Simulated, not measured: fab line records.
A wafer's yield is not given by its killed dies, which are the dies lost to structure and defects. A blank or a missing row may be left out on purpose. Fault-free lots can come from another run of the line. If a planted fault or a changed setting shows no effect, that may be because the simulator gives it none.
fab line records	flow sfqLine
record lots=14	wafers=42	lastDay=93
route steps=325 shown L0@3 M4@159 I4@174 M5@207
lots with no fault: from the same line, run without faults
startH: start of the lot's first displayed wafer, in hours after the record's first day	waitH: time in hours since the lot's previous step	" same as the row above	L1.1+2: a row that stands for several wafers	- no value present, or no start provided	* or withheld: withheld	< > ~ a bound
route shown NAME@n: a module of which the file shows steps, and the number in the route of the first	usual: mean and standard deviation over wafers with no fault	same: alike in all rows	chamber/n: place in a boat	sites: the reading at each site	_std_site: how widely they spread, as a standard deviation	_edge_site: inner sites' mean taken away from outer sites' mean	radiusMm: how far each site lies from the wafer's centre	mask NAME#n: copy n	behind: tool/chamber where the wafer was last shaped	hold: cause of the lot's hold/its duration in hours/its outcome	device: names the non-switching transistor (n, p or np)	end of line: tests run on the same wafers once the route is complete	a step without rows: its recipe alone	killed: the dies lost at the first sort to structure and to defects; this is not the yield of the wafer	map: a wafer's dies, x killed, . not, _ none there
set.NAME: setting as actually run; set.NAME@STEP: the setting as run at that earlier step	model.NAME: the simulator's own value behind a step, which no gauge read
steps of the route over a sample of lots; a table a step, a row a wafer
services: from which hour (startH, from the record's first day; less than 0 if before it) a tool's chamber was out of use, for how many hours, and why
## steps
# step SFQ_TRILAYER_L0_DEP_SPUTTER_003
# recipe material=MoNx_KI	basePressurePa=1.33e-06	targetThkNm=40	powerW=800	timeS=100	chamberPressurePa=0.4
# usual chamberPressurePa=0.4001/0.00083	throttleValvePct=29.9/0.78
lot.wafer	tool	chamber	startH	waitH	chamberPressurePa	throttleValvePct
L429.2	pvdSputter-06	-	12.49	0.0	0.3991	29.6
L429.3	"	-	"	"	0.4012	28.1
L429.6	"	-	"	"	0.4008	29.8
L430.1	pvdSputter-03	-	17.49	0.0	0.3999	28.3
L430.3	"	-	"	"	0.4004	30.1
L430.4	"	-	"	"	0.4006	30.3
L432.2	pvdSputter-06	-	27.49	0.0	0.4003	29.9
L432.5	"	-	"	"	0.3987	30.0
L432.6	"	-	"	"	0.3992	30.6
L433.4	pvdSputter-05	-	32.49	0.0	0.4005	30.9
L433.5	"	-	"	"	0.3994	29.4
L433.6	"	-	"	"	0.4004	30.1
L434.1	pvdSputter-05	-	37.49	0.0	0.3995	31.2
L434.3	"	-	"	"	0.4001	29.6
L434.4	"	-	"	"	0.3990	30.0
L436.1	pvdSputter-03	-	47.49	0.0	0.3999	30.2
L436.2	"	-	"	"	0.3999	29.6
L436.5	"	-	"	"	0.4007	30.1
L437.1	pvdSputter-05	-	52.49	0.0	0.3984	29.5
L437.4	"	-	"	"	0.4007	30.0
L437.5	"	-	"	"	0.4004	31.3
L440.3	pvdSputter-05	-	67.49	0.0	0.3994	30.1
L440.4	"	-	"	"	0.3996	30.4
L440.5	"	-	"	"	0.3994	30.1
L441.2	pvdSputter-06	-	72.49	0.0	0.4007	29.9
L441.3	"	-	"	"	0.3991	30.0
L441.4	"	-	"	"	0.4007	28.5
L443.1	pvdSputter-03	-	82.49	0.0	0.4008	28.6
L443.3	"	-	"	"	0.3997	30.5
L443.4	"	-	"	"	0.3998	30.0
L445.3	pvdSputter-03	-	92.49	0.0	0.4004	30.5
L445.4	"	-	"	"	0.4018	29.6
L445.5	"	-	"	"	0.4007	29.4
L449.2	pvdSputter-03	-	112.49	0.0	0.3991	28.3
L449.4	"	-	"	"	0.3995	30.4
L449.5	"	-	"	"	0.4001	28.4
L450.1	pvdSputter-05	-	117.49	0.0	0.3997	29.6
L450.2	"	-	"	"	0.4013	30.9
L450.3	"	-	"	"	0.4011	30.3
L452.1	pvdSputter-06	-	127.49	0.0	0.3988	29.8
L452.3	"	-	"	"	0.3990	30.6
L452.4	"	-	"	"	0.4000	29.9
# step SFQ_L0_RS_MEAS_901
# recipe thkMeasGauge=four-point-probe	reads=MoNx_KI_of_TRILAYER_L0_DEP_SPUTTER_003
# usual L0_MONX_KI_RS=43.6/0.43
lot.wafer	tool	chamber	startH	waitH	L0_MONX_KI_RS[ohm/sq]
L429.2	filmMetro-01	-	12.58	0.1	43.7
L429.3	"	-	"	"	43.4
L429.6	"	-	"	"	44.1
L430.1	filmMetro-01	-	17.56	0.0	44.1
L430.3	"	-	"	"	44.2
L430.4	"	-	"	"	44.1
L432.2	filmMetro-04	-	27.58	0.1	44.5
L432.5	"	-	"	"	44.1
L432.6	"	-	"	"	44.1
L433.4	filmMetro-02	-	32.62	0.1	43.0
L433.5	"	-	"	"	43.0
L433.6	"	-	"	"	43.2
L434.1	filmMetro-02	-	37.56	0.0	43.4
L434.3	"	-	"	"	43.8
L434.4	"	-	"	"	43.6
L436.1	filmMetro-04	-	47.56	0.0	43.9
L436.2	"	-	"	"	44.2
L436.5	"	-	"	"	44.2
L437.1	filmMetro-02	-	52.56	0.0	43.5
L437.4	"	-	"	"	43.5
L437.5	"	-	"	"	43.2
L440.3	filmMetro-01	-	67.60	0.1	43.6
L440.4	"	-	"	"	43.8
L440.5	"	-	"	"	43.9
L441.2	filmMetro-04	-	72.58	0.1	43.8
L441.3	"	-	"	"	44.0
L441.4	"	-	"	"	44.1
L443.1	filmMetro-04	-	82.56	0.0	43.7
L443.3	"	-	"	"	43.5
L443.4	"	-	"	"	43.7
L445.3	filmMetro-04	-	92.60	0.1	24.5
L445.4	"	-	"	"	43.4
L445.5	"	-	"	"	43.5
L449.2	filmMetro-04	-	112.58	0.1	24.2
L449.4	"	-	"	"	42.4
L449.5	"	-	"	"	42.5
L450.1	filmMetro-04	-	117.57	0.0	43.3
L450.2	"	-	"	"	43.3
L450.3	"	-	"	"	43.3
L452.1	filmMetro-02	-	127.56	0.0	43.1
L452.3	"	-	"	"	43.4
L452.4	"	-	"	"	43.3
# step SFQ_L0_THK_MEAS_902
# recipe thkMeasGauge=xrf	reads=MoNx_KI_of_TRILAYER_L0_DEP_SPUTTER_003
# usual L0_MONX_KI_THK=39.7/0.44
lot.wafer	tool	chamber	startH	waitH	L0_MONX_KI_THK[nm]
L429.2	filmMetro-01	-	12.69	0.1	39.2
L429.3	"	-	"	"	39.7
L429.6	"	-	"	"	39.3
L430.1	filmMetro-01	-	17.68	0.1	39.1
L430.3	"	-	"	"	39.2
L430.4	"	-	"	"	39.1
L432.2	filmMetro-04	-	27.69	0.1	39.0
L432.5	"	-	"	"	39.2
L432.6	"	-	"	"	39.1
L433.4	filmMetro-02	-	32.71	0.1	40.3
L433.5	"	-	"	"	40.4
L433.6	"	-	"	"	40.0
L434.1	filmMetro-02	-	37.68	0.1	39.9
L434.3	"	-	"	"	39.5
L434.4	"	-	"	"	39.8
L436.1	filmMetro-04	-	47.68	0.1	39.3
L436.2	"	-	"	"	39.2
L436.5	"	-	"	"	39.0
L437.1	filmMetro-02	-	52.68	0.1	39.9
L437.4	"	-	"	"	39.9
L437.5	"	-	"	"	40.0
L440.3	filmMetro-01	-	67.70	0.1	40.1
L440.4	"	-	"	"	39.9
L440.5	"	-	"	"	39.6
L441.2	filmMetro-04	-	72.69	0.1	39.4
L441.3	"	-	"	"	39.1
L441.4	"	-	"	"	39.0
L443.1	filmMetro-04	-	82.68	0.1	39.6
L443.3	"	-	"	"	39.5
L443.4	"	-	"	"	39.4
L445.3	filmMetro-04	-	92.70	0.1	69.8
L445.4	"	-	"	"	39.9
L445.5	"	-	"	"	39.6
L449.2	filmMetro-04	-	112.69	0.1	71.4
L449.4	"	-	"	"	40.9
L449.5	"	-	"	"	40.8
L450.1	filmMetro-04	-	117.69	0.1	40.0
L450.2	"	-	"	"	39.6
L450.3	"	-	"	"	39.9
L452.1	filmMetro-02	-	127.68	0.1	39.7
L452.3	"	-	"	"	39.7
L452.4	"	-	"	"	39.7
# step SFQ_TRILAYER_L0_ETCH_METAL_ETCH_008
# recipe target=MoNx_KI	stopOn=SiO2	maskMaterial=PR	chemistry=SF6/O2	targetDepthNm=50	icpW=600	biasW=80	pressureMtorr=10	timeS=25
# usual drypumpMotorCurrentA=5.8/0.33	oesProductAu=0.872/0.0061
lot.wafer	tool	chamber	startH	waitH	drypumpMotorCurrentA	oesProductAu	rfHoursCounterH
L429.2	rieMetal-03	1	76.67	0.0	6.3	0.872	209
L429.3	"	1	"	"	6.3	0.872	-
L429.6	"	0	"	"	5.4	0.863	-
L430.1	rieMetal-04	1	80.27	0.0	6.2	0.874	56
L430.3	"	1	"	"	6.2	0.860	-
L430.4	"	0	"	"	5.7	0.863	-
L432.2	rieMetal-04	1	88.69	0.0	6.2	0.857	57
L432.5	"	1	"	"	6.2	0.867	-
L432.6	"	0	"	"	5.6	0.857	-
L433.4	rieMetal-03	0	92.39	0.1	5.5	0.876	-
L433.5	"	0	"	"	5.4	0.873	-
L433.6	"	0	"	"	5.4	0.882	-
L434.1	rieMetal-04	0	98.29	0.0	5.6	0.876	118
L434.3	"	0	"	"	5.6	0.875	-
L434.4	"	1	"	"	6.3	0.871	-
L436.1	rieMetal-03	1	109.84	0.0	6.3	0.868	2
L436.2	"	0	"	"	5.4	0.871	50
L436.5	"	0	"	"	5.4	0.868	-
L437.1	rieMetal-04	0	113.44	0.0	5.7	0.876	121
L437.4	"	0	"	"	5.7	0.866	-
L437.5	"	1	"	"	6.3	0.874	-
L440.3	rieMetal-03	0	129.14	0.0	5.4	0.872	-
L440.4	"	1	"	"	6.3	0.869	-
L440.5	"	1	"	"	6.3	0.874	-
L441.2	rieMetal-03	0	131.52	0.0	5.4	0.871	53
L441.3	"	1	"	"	6.3	0.864	-
L441.4	"	0	"	"	5.5	0.862	-
L443.1	rieMetal-01	1	149.54	0.1	5.9	0.870	92
L443.3	"	1	"	"	5.9	0.874	-
L443.4	"	0	"	"	5.8	0.872	-
L445.3	rieMetal-01	0	161.45	0.0	5.7	0.999	-
L445.4	"	1	"	"	5.9	0.869	-
L445.5	"	1	"	"	5.9	0.875	-
L449.2	rieMetal-01	0	186.18	0.0	5.7	0.997	7
L449.4	"	0	"	"	5.7	0.889	-
L449.5	"	0	"	"	5.8	0.872	-
L450.1	rieMetal-03	1	190.98	0.0	6.3	0.874	15
L450.2	"	0	"	"	5.4	0.871	63
L450.3	"	1	"	"	6.3	0.872	-
L452.1	rieMetal-01	1	207.78	0.0	5.9	0.872	101
L452.3	"	1	"	"	5.9	0.869	-
L452.4	"	0	"	"	5.7	0.863	-
# step SFQ_TRILAYER_M4_BARC_OPEN_METAL_ETCH_123
# recipe maskMaterial=PR	chemistry=O2	targetDepthNm=125	target=BARC	icpW=600	biasW=80	pressureMtorr=10	timeS=41.7
# usual drypumpMotorCurrentA=6.1/0.47	oesProductAu=0.685/0.0049
lot.wafer	tool	chamber	startH	waitH	drypumpMotorCurrentA	oesProductAu	rfHoursCounterH
L429.2	rieMetal-03	1	962.07	0.0	6.3	0.676	123
L429.3	"	1	"	"	6.3	0.689	-
L429.6	"	0	"	"	5.4	0.683	-
L430.1	rieMetal-04	1	975.27	0.0	6.3	0.674	28
L430.3	"	0	"	"	5.7	0.692	-
L430.4	"	1	"	"	6.3	0.689	-
L432.2	rieMetal-03	1	1102.73	0.0	6.3	0.671	4
L432.5	"	1	"	"	6.3	0.688	-
L432.6	"	0	"	"	5.5	0.685	-
L433.4	rieMetal-02	0	1118.75	0.0	6.4	0.684	-
L433.5	"	1	"	"	6.8	0.688	-
L433.6	"	0	"	"	6.4	0.689	-
L434.1	rieMetal-03	0	1123.41	0.0	5.5	0.685	45
L434.3	"	0	"	"	5.5	0.681	-
L434.4	"	1	"	"	6.3	0.685	-
L436.1	rieMetal-04	0	1243.89	0.0	5.7	0.688	102
L436.2	"	1	"	"	6.2	0.688	63
L436.5	"	0	"	"	5.7	0.678	-
L437.1	rieMetal-02	0	1294.41	0.0	6.4	0.682	111
L437.4	"	0	"	"	6.4	0.684	-
L437.5	"	1	"	"	6.8	0.683	-
L440.3	rieMetal-02	0	1310.03	0.0	6.4	0.681	-
L440.4	"	1	"	"	6.8	0.683	-
L440.5	"	1	"	"	6.8	0.686	-
L441.2	rieMetal-04	1	1313.61	0.0	6.2	0.682	75
L441.3	"	0	"	"	5.6	0.687	-
L441.4	"	1	"	"	6.2	0.690	-
L443.1	rieMetal-03	0	1317.34	0.0	5.5	0.687	74
L443.3	"	1	"	"	6.3	0.684	-
L443.4	"	0	"	"	5.5	0.681	-
L445.3	rieMetal-03	0	1326.96	0.0	5.4	0.690	-
L445.4	"	1	"	"	6.3	0.682	-
L445.5	"	0	"	"	5.5	0.693	-
L449.2	rieMetal-04	1	1442.09	0.0	6.3	0.685	95
L449.4	"	1	"	"	6.3	0.689	-
L449.5	"	0	"	"	5.6	0.689	-
L450.1	rieMetal-03	1	1443.29	0.0	6.3	0.672	51
L450.2	"	0	"	"	5.4	0.687	91
L450.3	"	1	"	"	6.3	0.683	-
L452.1	rieMetal-03	1	1449.29	0.0	6.3	0.693	52
L452.3	"	1	"	"	6.3	0.685	-
L452.4	"	0	"	"	5.4	0.682	-
# step SFQ_TRILAYER_I4_VIA_BARC_OPEN_VIA_ETCH_146
# recipe maskMaterial=PR	chemistry=O2	targetDepthNm=125	target=BARC	sourceW=500	biasW=80	pressureMtorr=30	timeS=41.7
# usual drypumpMotorCurrentA=5.9/0.43	oesProductAu=0.685/0.0045
lot.wafer	tool	chamber	startH	waitH	drypumpMotorCurrentA	oesProductAu	rfHoursCounterH
L429.2	rieDiel-02	2	1097.93	0.0	5.6	0.683	4
L429.3	"	3	"	"	6.1	0.683	9
L429.6	"	0	"	"	6.2	0.684	-
L430.1	rieDiel-01	1	1099.13	0.0	6.2	0.685	10
L430.3	"	0	"	"	5.8	0.685	18
L430.4	"	3	"	"	6.6	0.695	-
L432.2	rieDiel-02	3	1155.99	0.0	6.1	0.683	10
L432.5	"	3	"	"	6.1	0.689	-
L432.6	"	2	"	"	5.6	0.685	-
L433.4	rieDiel-01	1	1157.19	0.0	6.2	0.684	12
L433.5	"	0	"	"	5.8	0.688	-
L433.6	"	3	"	"	6.6	0.682	-
L434.1	rieDiel-02	0	1158.39	0.0	6.3	0.686	10
L434.3	"	1	"	"	5.8	0.682	10
L434.4	"	3	"	"	6.1	0.682	10
L436.1	rieDiel-02	1	1251.53	0.0	5.8	0.684	11
L436.2	"	0	"	"	6.2	0.687	11
L436.5	"	2	"	"	5.6	0.688	-
L437.1	rieDiel-02	0	1331.71	0.0	6.3	0.681	12
L437.4	"	1	"	"	5.8	0.682	12
L437.5	"	3	"	"	6.2	0.681	-
L440.3	rieDiel-01	2	1335.31	0.0	5.1	0.684	16
L440.4	"	1	"	"	6.2	0.689	13
L440.5	"	1	"	"	6.2	0.685	-
L441.2	rieDiel-02	1	1336.51	0.0	5.8	0.688	12
L441.3	"	2	"	"	5.6	0.688	7
L441.4	"	0	"	"	6.2	0.689	12
L443.1	rieDiel-01	2	1343.67	0.0	5.1	0.688	16
L443.3	"	0	"	"	5.8	0.688	0
L443.4	"	3	"	"	6.6	0.677	7
L445.3	rieDiel-02	2	1346.07	0.0	5.6	0.683	7
L445.4	"	3	"	"	6.1	0.686	13
L445.5	"	3	"	"	6.1	0.677	-
L449.2	rieDiel-03	1	1451.41	0.0	5.7	0.679	7
L449.4	"	3	"	"	4.9	0.687	20
L449.5	"	1	"	"	5.7	0.694	-
L450.1	rieDiel-02	3	1452.80	0.0	6.1	0.691	15
L450.2	"	2	"	"	5.6	0.689	9
L450.3	"	0	"	"	6.2	0.684	14
L452.1	rieDiel-03	1	1465.85	0.0	5.7	0.682	7
L452.3	"	0	"	"	5.7	0.680	13
L452.4	"	2	"	"	6.3	0.681	18
# step SFQ_TRILAYER_M5_STRIP_STRIP_127
# recipe gas=O2	powerW=200	platenTempC=40	overashFraction=0.65	chemistry=O2	pressureMtorr=50
# usual drypumpMotorCurrentA=6.2/0.42	oesProductAu=1.000/0.0074
lot.wafer	tool	chamber	startH	waitH	drypumpMotorCurrentA	oesProductAu	rfHoursCounterH
L429.2	rieMetal-01	0	1342.79	0.1	5.8	0.988	32
L429.3	"	1	"	"	5.9	0.998	-
L429.6	"	1	"	"	5.9	0.999	-
L430.1	rieMetal-04	0	1345.19	0.1	5.7	1.002	120
L430.3	"	1	"	"	6.2	1.005	-
L430.4	"	0	"	"	5.7	0.983	-
L432.2	rieMetal-01	1	1411.42	0.1	5.9	0.998	113
L432.5	"	1	"	"	5.9	0.992	-
L432.6	"	0	"	"	5.7	0.988	-
L433.4	rieMetal-04	1	1415.87	0.7	6.2	1.010	-
L433.5	"	1	"	"	6.3	1.001	-
L433.6	"	1	"	"	6.3	1.006	-
L434.1	rieMetal-02	1	1416.22	0.1	6.8	0.999	48
L434.3	"	1	"	"	6.8	1.006	-
L434.4	"	0	"	"	6.4	0.996	-
L436.1	rieMetal-01	0	1426.63	0.1	5.8	1.002	45
L436.2	"	1	"	"	5.9	0.989	115
L436.5	"	0	"	"	5.8	0.999	-
L437.1	rieMetal-01	1	1454.38	0.1	5.9	0.997	121
L437.4	"	0	"	"	5.8	0.995	-
L437.5	"	0	"	"	5.8	0.998	-
L440.3	rieMetal-02	1	1465.56	0.6	6.8	1.015	-
L440.4	"	1	"	"	6.8	1.010	-
L440.5	"	1	"	"	6.8	1.013	-
L441.2	rieMetal-04	1	1468.51	0.1	6.3	1.009	100
L441.3	"	1	"	"	6.2	1.007	-
L441.4	"	0	"	"	5.7	0.999	-
L443.1	rieMetal-02	0	1580.28	0.1	6.4	1.001	12
L443.3	"	0	"	"	6.4	1.001	-
L443.4	"	1	"	"	6.8	0.999	-
L445.3	rieMetal-02	0	1582.88	0.3	6.4	0.996	-
L445.4	"	1	"	"	6.8	0.999	-
L445.5	"	1	"	"	6.8	1.013	-
L449.2	rieMetal-04	0	1589.88	0.1	5.7	1.008	26
L449.4	"	1	"	"	6.2	1.005	-
L449.5	"	0	"	"	5.7	0.998	-
L450.1	rieMetal-02	1	1591.34	0.3	6.8	1.009	68
L450.2	"	1	"	"	6.8	1.004	-
L450.3	"	1	"	"	6.8	1.010	-
L452.1	rieMetal-02	1	1598.28	0.1	6.8	0.994	70
L452.3	"	1	"	"	6.8	1.008	-
L452.4	"	0	"	"	6.4	0.988	-
## services
tool	chamber	startH	hours	kind
rieMetal-04	-	56.64	0.1	repair
rieMetal-03	0	60.37	10.2	repair
rieMetal-03	-	162.70	1.4	pm
rieMetal-04	-	165.69	2.8	pm
rieMetal-03	1	247.40	6.9	repair
rieMetal-03	0	303.00	11.5	repair
rieMetal-04	-	388.99	1.4	pm
rieMetal-04	1	504.60	2.9	repair
rieMetal-03	-	525.62	2.8	pm
rieMetal-03	0	640.01	8.3	repair
rieMetal-04	0	677.21	5.1	repair
rieMetal-04	0	800.68	15.5	repair
rieMetal-03	1	900.67	1.8	repair
rieMetal-04	0	954.06	2.3	repair
rieMetal-03	-	979.56	0.2	repair
rieMetal-04	-	1114.09	28.1	pm
rieMetal-03	0	1154.76	14.4	repair
rieMetal-03	1	1192.11	18.5	repair
rieMetal-03	-	1232.35	14.6	pm
rieMetal-04	-	1265.17	2.8	pm
rieMetal-04	-	1275.22	0.6	repair
rieMetal-03	-	1345.24	10.6	repair
rieMetal-04	1	1436.73	1.3	repair
rieMetal-03	1	1519.43	3.0	repair
## key
firstSign step=SFQ_L0_RS_MEAS_901	reading=L0_MONX_KI_RS	direction=down	sigmas=44	usual=43.6	struck=24.4
effect step=SFQ_L0_THK_MEAS_902	reading=L0_MONX_KI_THK	direction=up	sigmas=70	usual=39.7	struck=70.6
effect step=SFQ_TRILAYER_L0_ETCH_METAL_ETCH_008	reading=oesProductAu	direction=up	sigmas=21	usual=0.872	struck=0.998
metAt SFQ_TRILAYER_L0_DEP_SPUTTER_003
struckLots L445,L449
struckWafers L445.3,L449.2
notActingAt SFQ_TRILAYER_M4_BARC_OPEN_METAL_ETCH_123,SFQ_TRILAYER_I4_VIA_BARC_OPEN_VIA_ETCH_146,SFQ_TRILAYER_M5_STRIP_STRIP_127
onsetBetween 82.49 92.49
fault kind=processParameterDrift	tool=pvdSputter-03	chamber=-	onsetH=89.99	steps=SFQ_TRILAYER_L0_DEP_SPUTTER_003	channel=targetThkNm	offset=30.919	shape=step	endH=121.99	scope=struckWafersOnly	actsIn=theseRecipesOnly	stated=40
